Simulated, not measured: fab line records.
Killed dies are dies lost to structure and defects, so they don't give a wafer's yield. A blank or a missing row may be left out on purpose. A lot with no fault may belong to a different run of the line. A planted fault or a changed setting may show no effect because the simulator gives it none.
Which of the tools did it? | flow sky130 | 15 lots, 45 wafers sampled, at 5 steps of a route of 708

== WHAT THE GAUGES READ, wafer by wafer ==
SKY_VIA1_OVL_MEAS_13.
lot  | measured     | on         | VIA1_OVL (nm)
L425 | day 33 23:43 | overlay-02 | -7 -5 -7
L426 | day 34 10:26 | overlay-01 | 13 9 12
L427 | day 34 20:01 | overlay-01 | 1 6 7
L428 | day 34 21:09 | overlay-02 | 4 -4 4
L430 | day 36 04:42 | overlay-01 | -3 6 8
L432 | day 36 17:28 | overlay-02 | -2 2 5
L434 | day 37 15:31 | overlay-02 | 0 -4 -3
L440 | day 39 03:19 | overlay-01 | -9 -4 -6
L441 | day 39 08:13 | overlay-01 | -12 -9 -10
L442 | day 39 16:04 | overlay-02 | -2 -2 -1
L443 | day 40 06:31 | overlay-02 | 5 2 2
L444 | day 40 08:07 | overlay-01 | -7 -4 -1
L445 | day 40 09:17 | overlay-01 | 4 1 12
L446 | day 40 15:19 | overlay-01 | -3 -3 -1
L447 | day 41 03:26 | overlay-02 | -3 8 7

SKY_METAL2_THK_MEAS_06: measures by xrf.
lot  | measured     | on            | METAL2_ALCU_THK (nm)
L425 | day 34 01:20 | film metro-04 | 252 251 250
L426 | day 34 12:03 | film metro-01 | 249 250 252
L427 | day 34 21:37 | film metro-02 | 254 252 249
L428 | day 34 22:46 | film metro-01 | 249 249 247
L430 | day 36 06:19 | film metro-02 | 253 258 257
L432 | day 36 19:05 | film metro-02 | 256 257 255
L434 | day 37 17:09 | film metro-02 | 248 250 251
L440 | day 39 06:45 | film metro-04 | 255 257 257
L441 | day 39 12:33 | film metro-01 | 289 288 285 289 286 284
L442 | day 39 19:20 | film metro-02 | 292 290 287 290 291 289
L443 | day 40 09:41 | film metro-02 | 296 293 290 296 291 289
L444 | day 40 10:00 | film metro-01 | 251 253 252
L445 | day 40 11:04 | film metro-01 | 248 251 250
L446 | day 40 17:21 | film metro-01 | 253 250 252
L447 | day 41 05:21 | film metro-04 | 255 257 255

== EACH LOT AND THE TOOL THAT RAN IT (in order: tool; ch and the chambers of the sampled wafers; start) ==
lot  | SKY_VIA1_ETCH_14                   | SKY_METAL2_SPUTTER_01        | SKY_METAL2_SPUTTER_04
L425 | rie diel-04 ch 0,3, day 33 23:44   | pvd sputter-04, day 34 01:05 | pvd sputter-04, day 34 01:09
L426 | rie diel-02 ch 0,1,2, day 34 10:29 | pvd sputter-04, day 34 11:49 | pvd sputter-04, day 34 11:53
L427 | rie diel-04 ch 0,2,3, day 34 20:02 | pvd sputter-01, day 34 21:23 | pvd sputter-01, day 34 21:27
L428 | rie diel-01 ch 2,3, day 34 21:11   | pvd sputter-03, day 34 22:31 | pvd sputter-03, day 34 22:35
L430 | rie diel-01 ch 0,1,3, day 36 04:44 | pvd sputter-01, day 36 06:04 | pvd sputter-01, day 36 06:08
L432 | rie diel-04 ch 0,2,3, day 36 17:29 | pvd sputter-04, day 36 18:50 | pvd sputter-04, day 36 18:54
L434 | rie diel-02 ch 0,2, day 37 15:32   | pvd sputter-04, day 37 16:55 | pvd sputter-04, day 37 16:59
L440 | rie diel-04 ch 0,1, day 39 03:20   | pvd sputter-03, day 39 06:31 | pvd sputter-03, day 39 06:34
L441 | rie diel-02 ch 0,2,3, day 39 08:14 | pvd sputter-03, day 39 09:37 | pvd sputter-03, day 39 09:41
L442 | rie diel-01 ch 0,2,3, day 39 16:05 | pvd sputter-01, day 39 17:32 | pvd sputter-01, day 39 17:36
L443 | rie diel-02 ch 0,2, day 40 06:32   | pvd sputter-03, day 40 07:59 | pvd sputter-03, day 40 08:02
L444 | rie diel-01 ch 2,3, day 40 08:08   | pvd sputter-01, day 40 09:44 | pvd sputter-01, day 40 09:48
L445 | rie diel-04 ch 2,3, day 40 09:19   | pvd sputter-04, day 40 10:50 | pvd sputter-04, day 40 10:54
L446 | rie diel-01 ch 1,2,3, day 40 15:20 | pvd sputter-01, day 40 17:07 | pvd sputter-01, day 40 17:10
L447 | rie diel-02 ch 0,2,3, day 41 03:28 | pvd sputter-03, day 41 05:07 | pvd sputter-03, day 41 05:11
- SKY_VIA1_ETCH_14: etches BARC in N2/H2, stops on SiO2, time 45.9 s, target depth 60 nm.
- SKY_METAL2_SPUTTER_01: material TiN, target thk 20 nm, time 16.7 s.
- SKY_METAL2_SPUTTER_04: material TiN, target thk 70 nm, time 58.3 s.

== WHAT THE TOOLS THEMSELVES READ (means of the sampled wafers that have a number; where no wafer has one, the mark that the record gives instead) ==
SKY_VIA1_ETCH_14.
lot  | tool        | drypump motor current A (A) | oes product au (a.u.) | throttle valve pct (%)
L425 | rie diel-04 | 6.0                         | 0.856                 | 13.224
L426 | rie diel-02 | 5.6                         | 0.857                 | 13.219
L427 | rie diel-04 | 6.2                         | 0.854                 | 13.230
L428 | rie diel-01 | 6.1                         | 0.855                 | 13.216
L430 | rie diel-01 | 5.6                         | 0.855                 | 13.219
L432 | rie diel-04 | 6.2                         | 0.857                 | 13.229
L434 | rie diel-02 | 5.4                         | 0.852                 | 13.225
L440 | rie diel-04 | 5.8                         | 0.854                 | 13.215
L441 | rie diel-02 | 5.5                         | 0.853                 | 13.226
L442 | rie diel-01 | 5.6                         | 0.854                 | 13.231
L443 | rie diel-02 | 5.4                         | 0.858                 | 13.227
L444 | rie diel-01 | 6.2                         | 0.859                 | 13.229
L445 | rie diel-04 | 6.4                         | 0.858                 | 13.219
L446 | rie diel-01 | 6.0                         | 0.857                 | 13.226
L447 | rie diel-02 | 5.5                         | 0.857                 | 13.223

SKY_METAL2_SPUTTER_01.
lot  | tool           | cathode dc power W (W) | chamber pressure pa (Pa) | throttle valve pct (%)
L425 | pvd sputter-04 | 6500.4                 | 0.4003                   | 30.7
L426 | pvd sputter-04 | 6500.2                 | 0.4002                   | 30.3
L427 | pvd sputter-01 | 6500.3                 | 0.3990                   | 30.1
L428 | pvd sputter-03 | 6501.4                 | 0.3994                   | 29.9
L430 | pvd sputter-01 | 6500.0                 | 0.4004                   | 30.0
L432 | pvd sputter-04 | 6499.5                 | 0.3999                   | 29.9
L434 | pvd sputter-04 | 6499.9                 | 0.3988                   | 30.4
L440 | pvd sputter-03 | 6500.8                 | 0.4005                   | 30.3
L441 | pvd sputter-03 | 6499.7                 | 0.3994                   | 29.8
L442 | pvd sputter-01 | 6501.1                 | 0.3999                   | 30.1
L443 | pvd sputter-03 | 6500.5                 | 0.3992                   | 29.7
L444 | pvd sputter-01 | 6500.7                 | 0.3994                   | 29.1
L445 | pvd sputter-04 | 6500.1                 | 0.4001                   | 30.1
L446 | pvd sputter-01 | 6500.1                 | 0.4001                   | 30.9
L447 | pvd sputter-03 | 6500.1                 | 0.3993                   | 29.8

SKY_METAL2_SPUTTER_04.
lot  | tool           | cathode dc power W (W) | chamber pressure pa (Pa) | throttle valve pct (%)
L425 | pvd sputter-04 | 6500.2                 | 0.4000                   | 30.7
L426 | pvd sputter-04 | 6499.6                 | 0.4003                   | 30.5
L427 | pvd sputter-01 | 6499.8                 | 0.4000                   | 30.1
L428 | pvd sputter-03 | 6499.6                 | 0.4005                   | 29.9
L430 | pvd sputter-01 | 6500.9                 | 0.3997                   | 29.9
L432 | pvd sputter-04 | 6500.9                 | 0.4000                   | 30.1
L434 | pvd sputter-04 | 6499.3                 | 0.4004                   | 30.5
L440 | pvd sputter-03 | 6499.5                 | 0.3991                   | 30.2
L441 | pvd sputter-03 | -                      | -                        | -
L442 | pvd sputter-01 | -                      | -                        | -
L443 | pvd sputter-03 | -                      | -                        | -
L444 | pvd sputter-01 | 6500.1                 | 0.3997                   | 29.1
L445 | pvd sputter-04 | 6500.5                 | 0.3999                   | 30.1
L446 | pvd sputter-01 | 6498.2                 | 0.3991                   | 30.7
L447 | pvd sputter-03 | 6499.9                 | 0.4004                   | 29.8

== THE ANSWER, worked out from the rows above alone ==
Rule: what is usual is taken from the lots themselves. The widest of any qualifying gaps counts: lots, ordered by their means at a reading, are off when they make up no more than a third of the lots, leave a main group of 4 or more, and stand apart from it by 3 or more times the standard deviation of that group's means. A main group whose means are all the same, to the digits that the tables above print for the reading, isn't used. Also off: a lot with no number at a reading for which 4 or more lots have one. All remaining lots with rows at the step are treated as sound. The gauges are gone through in route order, then the tools' own readings, and for those a lot's mean is taken as printed above. The first step at which some lot is off is used, and at that step the reading that is off furthest; a lot without a number counts as furthest.
Off: L441, L442, L443, seen at SKY_METAL2_THK_MEAS_06 (METAL2_ALCU_THK). For the main group the mean is 252 nm and the standard deviation 2.8.
A tool fits if, at a process step before that reading, it ran every lot that is off, and no sound lot after the first of them. Not tried: the gauges at SKY_METAL2_THK_MEAS_06; whatever is off there is also off at SKY_METAL2_SPUTTER_04, on other tools, and gauge error can't account for it. No candidate that was tried fits.

== WHAT THE SIMULATOR HAD PUT IN ==
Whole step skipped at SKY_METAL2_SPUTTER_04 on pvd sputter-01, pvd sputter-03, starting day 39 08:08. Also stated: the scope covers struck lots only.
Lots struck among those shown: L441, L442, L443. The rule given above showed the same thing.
